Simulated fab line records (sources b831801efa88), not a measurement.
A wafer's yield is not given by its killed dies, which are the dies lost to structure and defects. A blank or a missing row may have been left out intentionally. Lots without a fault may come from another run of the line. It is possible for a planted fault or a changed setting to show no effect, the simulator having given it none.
fab line records -- flow sky130
[record] lots = 12, wafers = 36, last_day = 50
route steps=708 shown POLY_GATE@227 LDD_N@253 LDD_HVN@276 LDD_LDN@299 PAD_OPEN@708
lots with no fault: from the same line, run without faults
start_h: hours from the record's first day to the start of the lot's first wafer shown -- wait_h: hours since the lot's step before -- " repeats the value in the row above -- L1.1+2: one row covering several wafers at once -- - either no value or no given start -- * or withheld: withheld -- < > ~ a bound
route shown NAME@n: names a module that has steps shown in the file, with the first one's number in the route -- usual: mean and standard deviation over wafers with no fault -- same: alike in all rows -- chamber/n: place in a boat -- sites: per-site readings -- _std_site: how widely they spread, as a standard deviation -- _edge_site: mean of outer sites minus mean of inner sites -- radius_mm: for every site, how far away it sits from the centre of the wafer -- mask NAME#n: copy n -- behind: the tool/chamber that last shaped the wafer -- hold: what put the lot on hold/how long, in hours/how the hold closed -- device: which transistor (n, p or np) failed to switch -- end of line: at the end of the route, the tests of the same wafers -- step lacking rows: just its recipe -- killed: the dies lost at the first sort to structure and to defects; this is not the yield of the wafer -- map: per-die view of a wafer (x killed, . not killed, _ where there is no die)
set.NAME: setting as actually run; set.NAME@STEP: the setting as run at that earlier step -- model.NAME: the simulator's own value behind a step, which no gauge read
a sample of lots followed through the steps of the route, with each step as a table and each wafer as a row
services: from which hour (start_h, from the record's first day; less than 0 if before it) a tool's chamber was out of use, for how many hours, and why
[[steps]]
[step SKY_POLY_GATE_CD_MEAS_13]
[recipe] target_cd_nm = 150
[usual] cd_nm = 150.0/1.4
lot.wafer,tool,chamber,start_h,wait_h,cd_nm
L528.1,cd_sem-02,-,371.08,-,151.0
L528.2,cd_sem-02,-,371.08,-,150.3
L528.5,cd_sem-02,-,371.08,-,151.4
L530.2,cd_sem-02,-,387.77,-,150.6
L530.4,cd_sem-02,-,387.77,-,150.6
L530.5,cd_sem-02,-,387.77,-,151.3
L534.3,cd_sem-02,-,424.72,-,150.6
L534.4,cd_sem-02,-,424.72,-,151.6
L534.5,cd_sem-02,-,424.72,-,151.3
L535.3,cd_sem-02,-,437.94,-,150.0
L535.4,cd_sem-02,-,437.94,-,152.2
L535.6,cd_sem-02,-,437.94,-,150.9
L536.2,cd_sem-01,-,449.37,-,150.2
L536.3,cd_sem-01,-,449.37,-,149.4
L536.5,cd_sem-01,-,449.37,-,150.0
L537.1,cd_sem-01,-,464.65,-,150.7
L537.5,cd_sem-01,-,464.65,-,149.6
L537.6,cd_sem-01,-,464.65,-,150.2
L542.2,cd_sem-01,-,509.62,-,149.9
L542.3,cd_sem-01,-,509.62,-,150.1
L542.4,cd_sem-01,-,509.62,-,151.4
L545.2,cd_sem-01,-,522.02,-,150.1
L545.4,cd_sem-01,-,522.02,-,152.4
L545.6,cd_sem-01,-,522.02,-,149.6
L546.1,cd_sem-02,-,532.95,-,150.7
L546.2,cd_sem-02,-,532.95,-,152.4
L546.4,cd_sem-02,-,532.95,-,150.6
L548.2,cd_sem-02,-,543.97,-,149.7
L548.3,cd_sem-02,-,543.97,-,149.7
L548.5,cd_sem-02,-,543.97,-,149.6
L547.1,cd_sem-01,-,546.13,-,149.0
L547.2,cd_sem-01,-,546.13,-,150.1
L547.6,cd_sem-01,-,546.13,-,149.0
L550.1,cd_sem-01,-,561.50,-,149.8
L550.5,cd_sem-01,-,561.50,-,151.1
L550.6,cd_sem-01,-,561.50,-,151.5
[step SKY_LDD_N_STRIP_16]
[recipe] chemistry = O2/N2, power_w = 1400, pressure_mtorr = 1500, platen_temp_c = withheld, o2_flow_sccm = 3000, n2_flow_sccm = 300, overash_fraction = 0.5
[usual] drypump_motor_current_A = 5.7/0.32, oes_product_au = 0.407/0.0047, strip_time_to_endpoint_s = 4.314/0.014
lot.wafer,tool,chamber,start_h,wait_h,drypump_motor_current_A,oes_product_au,rf_hours_counter_h,strip_time_to_endpoint_s
L528.1,plasma_asher-04,0,405.93,0.1,6.0,0.413,21,4.302
L528.2,plasma_asher-04,1,405.93,0.1,5.7,0.409,21,4.333
L528.5,plasma_asher-04,0,405.93,0.1,6.0,0.406,-,4.318
L530.2,plasma_asher-04,1,425.42,0.1,5.7,0.401,23,4.306
L530.4,plasma_asher-04,1,425.42,0.1,5.6,0.408,-,4.319
L530.5,plasma_asher-04,0,425.42,0.1,6.0,0.412,-,4.317
L534.3,plasma_asher-04,0,461.50,0.1,6.0,0.400,-,4.293
L534.4,plasma_asher-04,1,461.50,0.1,5.7,0.411,-,4.320
L534.5,plasma_asher-04,0,461.50,0.1,6.0,0.410,-,4.279
L535.3,plasma_asher-04,1,472.05,0.1,5.7,0.405,-,4.309
L535.4,plasma_asher-04,0,472.05,0.1,6.0,0.398,-,4.302
L535.6,plasma_asher-04,0,472.05,0.1,6.0,0.406,-,4.318
L536.2,plasma_asher-03,0,483.46,0.1,5.1,0.414,70,4.325
L536.3,plasma_asher-03,1,483.46,0.1,6.0,0.405,-,4.323
L536.5,plasma_asher-03,0,483.46,0.1,5.1,0.404,-,4.308
L537.1,plasma_asher-04,1,499.01,0.1,5.6,0.406,31,4.322
L537.5,plasma_asher-04,0,499.01,0.1,6.0,0.406,-,4.294
L537.6,plasma_asher-04,1,499.01,0.1,5.7,0.404,-,4.301
L542.2,plasma_asher-04,0,542.53,0.1,6.0,0.404,35,4.305
L542.3,plasma_asher-04,1,542.53,0.1,5.7,0.402,-,4.308
L542.4,plasma_asher-04,0,542.53,0.1,6.0,0.404,-,4.327
L545.2,plasma_asher-03,1,555.73,0.1,6.0,0.406,77,4.332
L545.4,plasma_asher-03,0,555.73,0.1,5.0,0.411,-,4.327
L545.6,plasma_asher-03,1,555.73,0.1,6.0,0.401,-,4.320
L546.1,plasma_asher-02,1,566.60,0.1,5.8,0.406,14,4.324
L546.2,plasma_asher-02,0,566.60,0.1,5.6,0.409,14,4.320
L546.4,plasma_asher-02,1,566.60,0.1,5.8,0.405,-,4.302
L548.2,plasma_asher-03,0,576.96,0.1,5.0,0.408,79,4.303
L548.3,plasma_asher-03,0,576.96,0.1,5.0,0.406,-,4.296
L548.5,plasma_asher-03,1,576.96,0.1,6.0,0.407,-,4.318
L547.1,plasma_asher-04,1,579.12,0.1,5.7,0.411,39,4.345
L547.2,plasma_asher-04,0,579.12,0.1,6.0,0.401,39,4.338
L547.6,plasma_asher-04,0,579.12,0.1,6.0,0.404,-,4.312
L550.1,plasma_asher-04,0,594.81,0.1,6.0,0.408,40,4.322
L550.5,plasma_asher-04,0,594.81,0.1,6.0,0.412,-,4.348
L550.6,plasma_asher-04,1,594.81,0.1,5.6,0.411,-,4.334
[step SKY_LDD_HVN_STRIP_09]
[recipe] chemistry = O2/N2, power_w = 1400, pressure_mtorr = 1500, platen_temp_c = withheld, o2_flow_sccm = 3000, n2_flow_sccm = 300, overash_fraction = 0.5
[usual] drypump_motor_current_A = 5.7/0.38, oes_product_au = 0.408/0.0043, strip_time_to_endpoint_s = 4.136/0.017
lot.wafer,tool,chamber,start_h,wait_h,drypump_motor_current_A,oes_product_au,rf_hours_counter_h,strip_time_to_endpoint_s
L528.1,plasma_asher-02,0,467.52,0.1,5.6,0.404,3,4.134
L528.2,plasma_asher-02,1,467.52,0.1,5.8,0.407,3,4.141
L528.5,plasma_asher-02,1,467.52,0.1,5.8,0.407,-,4.143
L530.2,plasma_asher-03,1,487.52,0.1,6.0,0.403,70,4.137
L530.4,plasma_asher-03,1,487.52,0.1,6.0,0.413,-,4.118
L530.5,plasma_asher-03,0,487.52,0.1,5.0,0.412,-,4.133
L534.3,plasma_asher-02,0,524.36,0.1,5.6,0.409,-,4.145
L534.4,plasma_asher-02,1,524.36,0.1,5.8,0.417,-,4.151
L534.5,plasma_asher-02,0,524.36,0.1,5.6,0.408,-,4.126
L535.3,plasma_asher-02,1,534.96,0.1,5.8,0.406,-,4.124
L535.4,plasma_asher-02,0,534.96,0.1,5.6,0.409,-,4.125
L535.6,plasma_asher-02,0,534.96,0.1,5.6,0.415,-,4.127
L536.2,plasma_asher-01,0,543.79,0.1,6.4,0.408,83,4.128
L536.3,plasma_asher-01,0,543.79,0.1,6.4,0.413,-,4.108
L536.5,plasma_asher-01,1,543.79,0.1,5.4,0.416,-,4.118
L537.1,plasma_asher-01,1,559.48,0.1,5.4,0.413,84,4.148
L537.5,plasma_asher-01,0,559.48,0.1,6.3,0.414,-,4.141
L537.6,plasma_asher-01,1,559.48,0.1,5.4,0.410,-,4.168
L542.2,plasma_asher-02,1,603.57,0.1,5.8,0.410,17,4.123
L542.3,plasma_asher-02,1,603.57,0.1,5.8,0.398,-,4.131
L542.4,plasma_asher-02,0,603.57,0.1,5.6,0.412,-,4.136
L545.2,plasma_asher-01,0,616.32,0.1,6.3,0.413,89,4.155
L545.4,plasma_asher-01,1,616.32,0.1,5.4,0.416,-,4.161
L545.6,plasma_asher-01,0,616.32,0.1,6.3,0.407,-,4.152
L546.1,plasma_asher-01,1,627.39,0.1,5.4,0.408,90,4.147
L546.2,plasma_asher-01,0,627.39,0.1,6.3,0.409,90,4.133
L546.4,plasma_asher-01,1,627.39,0.1,5.4,0.406,-,4.132
L548.2,plasma_asher-02,0,636.73,0.1,5.6,0.401,21,4.153
L548.3,plasma_asher-02,1,636.73,0.1,5.8,0.411,-,4.148
L548.5,plasma_asher-02,0,636.73,0.1,5.6,0.414,-,4.149
L547.1,plasma_asher-03,0,639.32,0.1,5.0,0.401,86,4.138
L547.2,plasma_asher-03,1,639.32,0.1,6.0,0.405,86,4.134
L547.6,plasma_asher-03,0,639.32,0.1,5.0,0.403,-,4.140
L550.1,plasma_asher-02,0,655.27,0.1,5.6,0.411,22,4.112
L550.5,plasma_asher-02,1,655.27,0.1,5.8,0.411,-,4.090
L550.6,plasma_asher-02,0,655.27,0.1,5.6,0.411,-,4.094
[step SKY_LDD_LDN_IMPLANT_10]
[recipe] species = As, energy_kev = 15, dose_cm2 = 1.25e+13, tilt_deg = withheld, rotation_deg = 203
[usual] beam_energy_keV = 15.001/0.0052, rotation_deg = 203.01/0.044
[same] implant_ion_amu = 75
lot.wafer,tool,chamber,start_h,wait_h,beam_energy_keV,rotation_deg
L528.1,implanter-03,0,528.68,0.1,15.009,203.06
L528.2,implanter-03,0,528.68,0.1,15.007,203.02
L528.5,implanter-03,0,528.68,0.1,15.016,202.96
L530.2,implanter-01,0,549.24,0.1,15.007,203.02
L530.4,implanter-01,0,549.24,0.1,15.002,202.96
L530.5,implanter-01,0,549.24,0.1,14.998,203.05
L534.3,implanter-01,0,585.63,0.1,15.728,202.95
L534.4,implanter-01,0,585.63,0.1,15.725,203.01
L534.5,implanter-01,0,585.63,0.1,15.717,203.00
L535.3,implanter-04,0,595.97,0.1,15.005,202.99
L535.4,implanter-04,0,595.97,0.1,15.004,202.95
L535.6,implanter-04,0,595.97,0.1,15.004,202.89
L536.2,implanter-03,0,604.64,0.1,15.001,203.02
L536.3,implanter-03,0,604.64,0.1,15.001,203.04
L536.5,implanter-03,0,604.64,0.1,14.996,202.95
L537.1,implanter-01,0,620.57,0.1,15.716,202.93
L537.5,implanter-01,0,620.57,0.1,15.720,203.02
L537.6,implanter-01,0,620.57,0.1,15.717,203.06
L542.2,implanter-04,0,662.46,0.1,14.996,203.11
L542.3,implanter-04,0,662.46,0.1,14.998,203.06
L542.4,implanter-04,0,662.46,0.1,14.997,202.97
L545.2,implanter-01,0,674.91,0.1,14.990,203.05
L545.4,implanter-01,0,674.91,0.1,15.000,203.08
L545.6,implanter-01,0,674.91,0.1,14.996,203.10
L546.1,implanter-01,0,684.96,0.1,15.004,203.05
L546.2,implanter-01,0,684.96,0.1,14.999,203.03
L546.4,implanter-01,0,684.96,0.1,15.010,203.02
L548.2,implanter-01,0,693.94,0.1,14.996,203.01
L548.3,implanter-01,0,693.94,0.1,14.998,203.04
L548.5,implanter-01,0,693.94,0.1,14.997,203.04
L547.1,implanter-01,0,696.92,0.1,15.000,203.05
L547.2,implanter-01,0,696.92,0.1,14.996,203.04
L547.6,implanter-01,0,696.92,0.1,15.004,203.00
L550.1,implanter-04,0,712.42,0.1,15.004,203.00
L550.5,implanter-04,0,712.42,0.1,15.002,203.05
L550.6,implanter-04,0,712.42,0.1,15.003,202.93
[step SKY_PAD_OPEN_PROBE_99]
[usual] killed_at_M0_to_M3 = 43/7.5, killed_at_M4_up = 3.2/1.9, killed_at_contacts = 24/4.9, killed_at_front_end = 15/4.3, killed_at_other = 0.4/0.72, killed_dies = 86/9.1, killed_on_rim = 17/3.8, killed_open = 47/6.5, killed_short = 39/6.5
[same] gross_dies = 492, killed_at_back_side = 0
lot.wafer,tool,chamber,start_h,wait_h,killed_at_M0_to_M3,killed_at_M4_up,killed_at_contacts,killed_at_front_end,killed_at_other,killed_dies,killed_on_rim,killed_open,killed_short
L528.1,prober-02,-,1086.08,0.1,30,5,28,19,1,83,16,47,36
L528.2,prober-02,-,1086.13,0.1,38,6,30,17,0,91,12,50,41
L528.5,prober-02,-,1086.28,0.2,45,1,34,13,0,93,12,60,33
L530.2,prober-02,-,1101.00,0.1,31,4,21,16,1,73,13,38,34
L530.4,prober-02,-,1101.10,0.2,41,3,25,16,0,85,17,39,46
L530.5,prober-02,-,1101.15,0.2,35,0,19,18,0,72,18,37,33
L534.3,prober-02,-,1123.52,0.2,36,0,27,17,3,83,18,49,34
L534.4,prober-02,-,1123.57,0.2,49,3,23,13,0,88,16,44,44
L534.5,prober-02,-,1123.62,0.2,38,6,31,15,0,90,16,47,43
L535.3,prober-01,-,1132.51,0.2,45,2,27,24,0,98,17,46,51
L535.4,prober-01,-,1132.56,0.2,52,5,21,26,1,105,22,49,54
L535.6,prober-01,-,1132.66,0.2,44,1,21,20,1,87,14,44,42
L536.2,prober-02,-,1136.43,0.1,28,2,24,18,0,72,11,32,40
L536.3,prober-02,-,1136.48,0.2,36,3,36,10,0,85,24,45,40
L536.5,prober-02,-,1136.58,0.2,37,2,25,12,0,76,17,40,36
L537.1,prober-01,-,1148.78,0.1,39,3,24,18,0,84,17,46,37
L537.5,prober-01,-,1148.98,0.2,49,1,25,15,0,90,13,54,36
L537.6,prober-01,-,1149.03,0.2,55,1,27,14,1,98,22,61,36
L542.2,prober-02,-,1173.51,0.1,34,1,21,22,1,79,14,46,33
L542.3,prober-02,-,1173.56,0.2,54,2,21,12,2,91,15,50,41
L542.4,prober-02,-,1173.61,0.2,37,0,27,16,2,82,20,40,42
L545.2,prober-01,-,1184.20,0.1,30,2,22,8,0,62,16,33,29
L545.4,prober-01,-,1184.30,0.2,33,1,29,12,0,75,15,37,37
L545.6,prober-01,-,1184.40,0.2,38,2,27,18,0,85,19,45,40
L546.1,prober-02,-,1188.32,0.1,52,2,24,15,0,93,17,47,46
L546.2,prober-02,-,1188.37,0.1,53,4,23,13,1,94,19,44,50
L546.4,prober-02,-,1188.47,0.2,44,2,25,13,0,84,17,41,43
L548.2,prober-01,-,1191.16,0.1,46,4,19,15,0,84,25,53,31
L548.3,prober-01,-,1191.21,0.2,48,2,22,13,0,85,14,46,39
L548.5,prober-01,-,1191.31,0.2,32,1,17,17,0,67,17,31,36
L547.1,prober-02,-,1192.61,0.1,49,5,21,19,1,95,22,52,43
L547.2,prober-02,-,1192.66,0.1,36,3,29,20,0,88,22,47,41
L547.6,prober-02,-,1192.86,0.2,45,5,25,12,0,87,19,44,43
L550.1,prober-02,-,1206.39,0.1,44,3,33,12,1,93,17,57,34
L550.5,prober-02,-,1206.59,0.2,32,4,20,14,3,73,13,35,36
L550.6,prober-02,-,1206.64,0.2,33,5,20,16,0,74,18,35,39
// killed by level:class
L528.1 CONTACT:geometric_particle:open=14 VIA1:geometric_particle:open=7 VIA3:geometric_particle:open=6 CONTACT:geometric_particle:short=6 FIELD_ISO:geometric_particle:short=5 POLY_GATE:geometric_particle:short=5 LI_CONTACT:geometric_particle:open=5 POLY_GATE:geometric_particle:open=4
L528.2 CONTACT:geometric_particle:open=10 VIA1:geometric_particle:open=10 LI_CONTACT:geometric_particle:open=6 VIA3:geometric_particle:open=6 POLY_GATE:geometric_particle:open=5 LI_CONTACT:geometric_particle:short=5 LOCAL_INTERCONNECT:geometric_particle:short=5 METAL4:geometric_particle:short=5
L528.5 CONTACT:geometric_particle:open=16 VIA3:geometric_particle:open=9 VIA1:geometric_particle:open=9 LI_CONTACT:geometric_particle:open=8 LOCAL_INTERCONNECT:geometric_particle:short=6 VIA2:geometric_particle:open=5 METAL1:geometric_particle:short=5 FIELD_ISO:geometric_particle:open=4
L530.2 LI_CONTACT:geometric_particle:open=7 VIA1:geometric_particle:short=7 CONTACT:geometric_particle:open=6 VIA1:geometric_particle:open=6 METAL2:geometric_particle:short=5 VIA2:geometric_particle:open=5 FIELD_ISO:geometric_particle:open=4 FIELD_ISO:geometric_particle:short=4
L530.4 CONTACT:geometric_particle:open=12 VIA3:geometric_particle:open=9 FIELD_ISO:geometric_particle:short=6 CONTACT:geometric_particle:short=6 METAL1:geometric_particle:short=6 VIA1:geometric_particle:short=6 VIA1:geometric_particle:open=5 VIA3:geometric_particle:short=5
L530.5 CONTACT:geometric_particle:open=11 VIA1:geometric_particle:open=9 METAL1:geometric_particle:short=7 VIA2:geometric_particle:open=5 FIELD_ISO:geometric_particle:open=4 FIELD_ISO:geometric_particle:short=4 POLY_GATE:geometric_particle:short=4 VIA1:geometric_particle:short=3
L534.3 VIA3:geometric_particle:open=10 CONTACT:geometric_particle:open=10 VIA1:geometric_particle:open=7 VIA1:geometric_particle:short=7 LI_CONTACT:geometric_particle:open=6 FIELD_ISO:geometric_particle:short=5 METAL2:geometric_particle:short=5 LOCAL_INTERCONNECT:geometric_particle:open=4
L534.4 VIA3:geometric_particle:open=11 CONTACT:geometric_particle:short=7 VIA2:geometric_particle:open=6 METAL2:geometric_particle:short=5 VIA1:geometric_particle:short=5 LI_CONTACT:geometric_particle:open=5 CONTACT:geometric_particle:open=5 METAL1:geometric_particle:short=5
L534.5 CONTACT:geometric_particle:open=12 VIA1:geometric_particle:open=11 VIA2:geometric_particle:open=7 LI_CONTACT:geometric_particle:short=6 FIELD_ISO:geometric_particle:short=5 POLY_GATE:geometric_particle:short=5 LI_CONTACT:geometric_particle:open=5 CONTACT:geometric_particle:short=5
L535.3 VIA1:geometric_particle:open=13 FIELD_ISO:geometric_particle:short=12 LI_CONTACT:geometric_particle:open=7 METAL2:geometric_particle:short=6 LOCAL_INTERCONNECT:geometric_particle:short=6 METAL3:geometric_particle:short=6 VIA3:geometric_particle:open=6 CONTACT:geometric_particle:short=5
L535.4 VIA1:geometric_particle:open=13 METAL2:geometric_particle:short=12 METAL1:geometric_particle:short=9 FIELD_ISO:geometric_particle:open=8 LI_CONTACT:geometric_particle:open=7 CONTACT:geometric_particle:open=5 VIA2:geometric_particle:open=5 VIA3:geometric_particle:open=5
L535.6 VIA1:geometric_particle:open=10 FIELD_ISO:geometric_particle:short=8 CONTACT:geometric_particle:open=7 LI_CONTACT:geometric_particle:open=7 METAL1:geometric_particle:short=7 VIA1:geometric_particle:short=6 CONTACT:geometric_particle:short=5 VIA2:geometric_particle:open=5
L536.2 METAL2:geometric_particle:short=7 LI_CONTACT:geometric_particle:open=7 VIA1:geometric_particle:open=7 FIELD_ISO:geometric_particle:open=6 CONTACT:geometric_particle:open=6 FIELD_ISO:geometric_particle:short=5 CONTACT:geometric_particle:short=5 POLY_GATE:geometric_particle:short=4
L536.3 CONTACT:geometric_particle:open=15 VIA1:geometric_particle:open=8 VIA1:geometric_particle:short=7 LI_CONTACT:geometric_particle:open=6 LOCAL_INTERCONNECT:geometric_particle:short=6 LI_CONTACT:geometric_particle:short=4 CONTACT:geometric_particle:short=4 METAL1:geometric_particle:short=4
L536.5 CONTACT:geometric_particle:open=15 VIA1:geometric_particle:open=9 METAL1:geometric_particle:short=7 METAL2:geometric_particle:short=7 LI_CONTACT:geometric_particle:open=4 VIA2:geometric_particle:open=4 VIA1:geometric_particle:short=4 FIELD_ISO:geometric_particle:open=3
L537.1 LI_CONTACT:geometric_particle:open=9 CONTACT:geometric_particle:open=9 VIA3:geometric_particle:open=7 VIA1:geometric_particle:open=7 FIELD_ISO:geometric_particle:short=6 METAL2:geometric_particle:short=6 VIA2:geometric_particle:open=4 POLY_GATE:geometric_particle:short=3
L537.5 VIA3:geometric_particle:open=9 VIA1:geometric_particle:open=9 CONTACT:geometric_particle:open=9 VIA2:geometric_particle:open=7 LI_CONTACT:geometric_particle:open=6 METAL1:geometric_particle:short=6 CONTACT:geometric_particle:short=5 POLY_GATE:geometric_particle:open=4
L537.6 VIA1:geometric_particle:open=16 CONTACT:geometric_particle:open=12 VIA2:geometric_particle:open=10 VIA3:geometric_particle:open=7 LI_CONTACT:geometric_particle:open=6 CONTACT:geometric_particle:short=6 METAL1:geometric_particle:short=5 POLY_GATE:geometric_particle:short=4
L542.2 VIA1:geometric_particle:open=12 CONTACT:geometric_particle:open=7 FIELD_ISO:geometric_particle:open=6 METAL1:geometric_particle:short=5 VIA1:geometric_particle:short=5 VIA2:geometric_particle:open=5 POLY_GATE:geometric_particle:open=4 LOCAL_INTERCONNECT:geometric_particle:short=4
L542.3 VIA1:geometric_particle:open=11 CONTACT:geometric_particle:open=8 VIA2:geometric_particle:open=7 VIA1:geometric_particle:short=7 VIA3:geometric_particle:open=7 LOCAL_INTERCONNECT:geometric_particle:short=6 FIELD_ISO:geometric_particle:short=5 LI_CONTACT:geometric_particle:open=4
L542.4 VIA1:geometric_particle:open=9 LOCAL_INTERCONNECT:geometric_particle:short=8 FIELD_ISO:geometric_particle:open=7 VIA3:geometric_particle:open=7 CONTACT:geometric_particle:open=7 METAL1:geometric_particle:short=7 CONTACT:geometric_particle:short=5 LI_CONTACT:geometric_particle:open=4
L545.2 VIA1:geometric_particle:open=9 CONTACT:geometric_particle:open=8 LI_CONTACT:geometric_particle:open=7 METAL1:geometric_particle:short=4 METAL2:geometric_particle:short=4 POLY_GATE:geometric_particle:short=3 LOCAL_INTERCONNECT:geometric_particle:short=3 VIA2:geometric_particle:open=3
L545.4 LI_CONTACT:geometric_particle:open=8 VIA1:geometric_particle:open=6 LOCAL_INTERCONNECT:geometric_particle:short=6 CONTACT:geometric_particle:open=6 VIA3:geometric_particle:short=6 LI_CONTACT:geometric_particle:short=5 VIA2:geometric_particle:open=5 POLY_GATE:geometric_particle:open=4
L545.6 LI_CONTACT:geometric_particle:open=8 VIA3:geometric_particle:open=8 CONTACT:geometric_particle:open=7 VIA1:geometric_particle:open=7 FIELD_ISO:geometric_particle:short=5 METAL2:geometric_particle:short=5 LOCAL_INTERCONNECT:geometric_particle:short=5 METAL3:geometric_particle:short=5
L546.1 CONTACT:geometric_particle:open=10 VIA2:geometric_particle:open=9 VIA1:geometric_particle:open=8 VIA3:geometric_particle:short=8 VIA2:geometric_particle:short=7 VIA1:geometric_particle:short=6 LI_CONTACT:geometric_particle:open=5 POLY_GATE:geometric_particle:open=4
L546.2 METAL1:geometric_particle:short=14 CONTACT:geometric_particle:open=11 VIA1:geometric_particle:open=8 FIELD_ISO:geometric_particle:short=6 VIA2:geometric_particle:open=6 VIA3:geometric_particle:open=6 METAL2:geometric_particle:short=5 METAL3:geometric_particle:short=5
L546.4 VIA1:geometric_particle:open=10 LI_CONTACT:geometric_particle:open=9 VIA1:geometric_particle:short=7 CONTACT:geometric_particle:open=6 FIELD_ISO:geometric_particle:open=5 CONTACT:geometric_particle:short=5 METAL1:geometric_particle:short=4 METAL2:geometric_particle:short=4
L548.2 VIA1:geometric_particle:open=15 VIA3:geometric_particle:open=7 FIELD_ISO:geometric_particle:open=6 POLY_GATE:geometric_particle:open=5 CONTACT:geometric_particle:short=5 CONTACT:geometric_particle:open=5 VIA1:geometric_particle:short=5 METAL2:geometric_particle:short=5
L548.3 VIA1:geometric_particle:open=9 VIA2:geometric_particle:open=9 LI_CONTACT:geometric_particle:open=7 CONTACT:geometric_particle:open=7 VIA1:geometric_particle:short=7 LOCAL_INTERCONNECT:geometric_particle:short=5 METAL1:geometric_particle:short=5 METAL2:geometric_particle:short=5
L548.5 CONTACT:geometric_particle:open=7 VIA1:geometric_particle:short=7 FIELD_ISO:geometric_particle:short=5 LI_CONTACT:geometric_particle:open=5 METAL1:geometric_particle:short=5 VIA3:geometric_particle:open=5 FIELD_ISO:geometric_particle:open=4 VIA1:geometric_particle:open=4
L547.1 METAL1:geometric_particle:short=10 CONTACT:geometric_particle:open=9 VIA2:geometric_particle:open=9 VIA1:geometric_particle:open=8 VIA3:geometric_particle:open=8 FIELD_ISO:geometric_particle:short=6 FIELD_ISO:geometric_particle:open=5 METAL2:geometric_particle:short=4
L547.2 CONTACT:geometric_particle:open=11 VIA1:geometric_particle:open=7 FIELD_ISO:geometric_particle:short=6 METAL1:geometric_particle:short=6 FIELD_ISO:geometric_particle:open=5 LI_CONTACT:geometric_particle:short=5 LI_CONTACT:geometric_particle:open=5 LOCAL_INTERCONNECT:geometric_particle:short=5
L547.6 CONTACT:geometric_particle:open=8 VIA3:geometric_particle:open=8 CONTACT:geometric_particle:short=7 VIA2:geometric_particle:open=7 VIA3:geometric_particle:short=7 METAL2:geometric_particle:short=6 LI_CONTACT:geometric_particle:open=6 FIELD_ISO:geometric_particle:open=4
L550.1 CONTACT:geometric_particle:open=17 VIA1:geometric_particle:open=12 LI_CONTACT:geometric_particle:open=6 POLY_GATE:geometric_particle:open=5 LOCAL_INTERCONNECT:geometric_particle:short=5 VIA1:geometric_particle:short=5 VIA3:geometric_particle:open=5 VIA2:geometric_particle:open=5
L550.5 CONTACT:geometric_particle:open=10 VIA1:geometric_particle:open=7 POLY_GATE:geometric_particle:short=6 VIA3:geometric_particle:open=6 METAL2:geometric_particle:short=5 CONTACT:geometric_particle:short=4 METAL1:geometric_particle:short=4 POLY_GATE:geometric_particle:open=3
L550.6 CONTACT:geometric_particle:open=10 FIELD_ISO:geometric_particle:open=8 METAL1:geometric_particle:short=7 CONTACT:geometric_particle:short=6 VIA3:geometric_particle:open=5 METAL4:geometric_particle:short=5 VIA1:geometric_particle:open=4 VIA2:geometric_particle:short=4
[[services]]
tool,chamber,start_h,hours,kind
implanter-03,-,388.99,0.6,repair
implanter-03,-,417.94,2.4,repair
plasma_asher-02,-,421.25,9.0,pm
plasma_asher-02,0,421.25,9.0,vent_cycle
plasma_asher-02,1,421.25,9.0,vent_cycle
implanter-01,-,426.31,0.9,repair
plasma_asher-02,0,430.25,-,clean
plasma_asher-02,1,430.25,-,clean
implanter-04,-,434.67,4.3,pm
implanter-01,-,447.35,4.2,repair
plasma_asher-03,-,484.67,0.5,repair
implanter-01,-,521.59,2.1,repair
implanter-01,-,536.58,0.8,repair
implanter-03,-,560.25,6.0,repair
implanter-01,-,562.96,8.7,repair
plasma_asher-01,-,573.90,4.4,repair
plasma_asher-01,-,587.94,4.5,repair
implanter-03,-,589.42,9.1,repair
implanter-01,-,649.98,1.8,repair
implanter-03,-,677.84,0.7,repair
implanter-03,-,678.38,2.8,repair
implanter-03,-,691.46,1.2,repair
plasma_asher-01,-,710.02,0.7,repair
[[key]]
[first_sign] step = SKY_LDD_LDN_IMPLANT_10, reading = beam_energy_keV, direction = up, sigmas = 99+, usual = *, struck = *
effect none on later readings
met_at SKY_LDD_LDN_IMPLANT_10
struck_lots L534,L537
tester_left_out L534,L537
not_acting_at SKY_POLY_GATE_CD_MEAS_13,SKY_LDD_N_STRIP_16,SKY_LDD_HVN_STRIP_09
onset_between 549.24 585.63
[fault] kind = process_parameter_drift, tool = implanter-01, chamber = -, onset_h = 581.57, steps = SKY_LDD_LDN_IMPLANT_10, channel = energy_kev, offset = *, shape = step, end_h = 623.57, acts_in = *, stated = *
// tester_left_out: of these lots the tester's yield and bins aren't shown, on N5 and GAA mostly nor the transistor test; their killed dies are dies lost to structure and defects alone, not to doping, threshold or leakage, so they don't give the yield
